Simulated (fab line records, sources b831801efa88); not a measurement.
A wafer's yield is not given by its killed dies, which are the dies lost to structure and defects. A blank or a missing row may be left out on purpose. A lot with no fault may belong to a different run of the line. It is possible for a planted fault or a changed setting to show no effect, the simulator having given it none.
2 desks looking at one fault + flow gf180mcu + each desk holds nothing but its own numbers, with what lay behind them at the end

## FOR THE TOOL OWNER'S DESK: cvdW-02
The tool's own readings at GF_CONTACT_CVD_24 (deposits W, target thk 300 nm, time 90.339 s): means of the sampled wafers that have a number, for each lot that ran on this tool. Any lot whose mean is over 4 standard deviations away from the usual mean is out of limits and marked OUT; that distance is given in the brackets.
Columns: A = heaterPowerW at GF_CONTACT_CVD_24, usual 880 W
| lot  | first seen here | A   |
|------|-----------------|-----|
| L644 | day 16 07:56    | 853 |
| L646 | day 17 04:12    | 863 |
| L649 | day 18 16:26    | 847 |
| L656 | day 21 02:47    | 838 |
| L658 | day 21 17:22    | 846 |
| L660 | day 22 07:00    | 835 |
| L665 | day 24 03:23    | 858 |
Finding of this desk: none of the 7 lots has anything out of limits.

## FROM THE METROLOGY DESK
Lot by lot, what the gauges showed, no matter which tool ran the lot: averages of those sampled wafers that carry a number. Any lot whose mean is over 4 standard deviations away from the usual mean is out of limits and marked OUT; that distance is given in the brackets.
Columns: A = CONTACT_W_RS at GF_CONTACT_RS_MEAS_25, usual 0.381 ohm/sq; B = CONTACT_W_THK at GF_CONTACT_THK_MEAS_26, usual 297 nm; C = cdNm at GF_M1_CD_MEAS_14, usual 229.9 nm
| lot  | first seen here | A                | B   | C     |
|------|-----------------|------------------|-----|-------|
| L643 | day 16 07:42    | 0.382            | 296 | 229.4 |
| L644 | day 16 08:02    | 0.377            | 299 | 230.2 |
| L646 | day 17 04:18    | 0.410 (+5.4) OUT | 279 | 229.9 |
| L648 | day 17 23:44    | 0.383            | 298 | 231.4 |
| L649 | day 18 16:32    | 0.402            | 287 | 230.1 |
| L652 | day 19 15:26    | 0.382            | 294 | 229.5 |
| L656 | day 21 02:54    | 0.375            | 301 | 229.5 |
| L657 | day 21 08:50    | 0.383            | 295 | 228.6 |
| L658 | day 21 17:28    | 0.374            | 301 | 230.4 |
| L660 | day 22 07:07    | 0.375            | 306 | 228.8 |
| L664 | day 23 16:32    | 0.379            | 296 | 229.5 |
| L665 | day 24 03:29    | 0.382            | 293 | 229.3 |
This desk reports L646 out of limits; the earliest was L646 at day 17 04:18 (CONTACT_W_RS at GF_CONTACT_RS_MEAS_25). L643, L644, L648, L649, L652, L656, L657, L658, L660, L664, L665: within limits.

## PUT TOGETHER
At day 17 04:18 the metrology desk could have sounded an alarm, on L646.
The desk of the tool owner found nothing out of limits.
On record at the tool owner's desk: L646, within its limits.
The lots listed all ran GF_CONTACT_CVD_24 on cvdW-02.

## WHAT THE SIMULATOR HAD PUT IN
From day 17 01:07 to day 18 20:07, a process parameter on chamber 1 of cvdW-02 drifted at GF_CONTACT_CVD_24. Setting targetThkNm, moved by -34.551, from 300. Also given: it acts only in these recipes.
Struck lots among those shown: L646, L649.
Per desk, hours elapsed from the start of the fault to the first reading out of limits: for the metrology desk, 3.
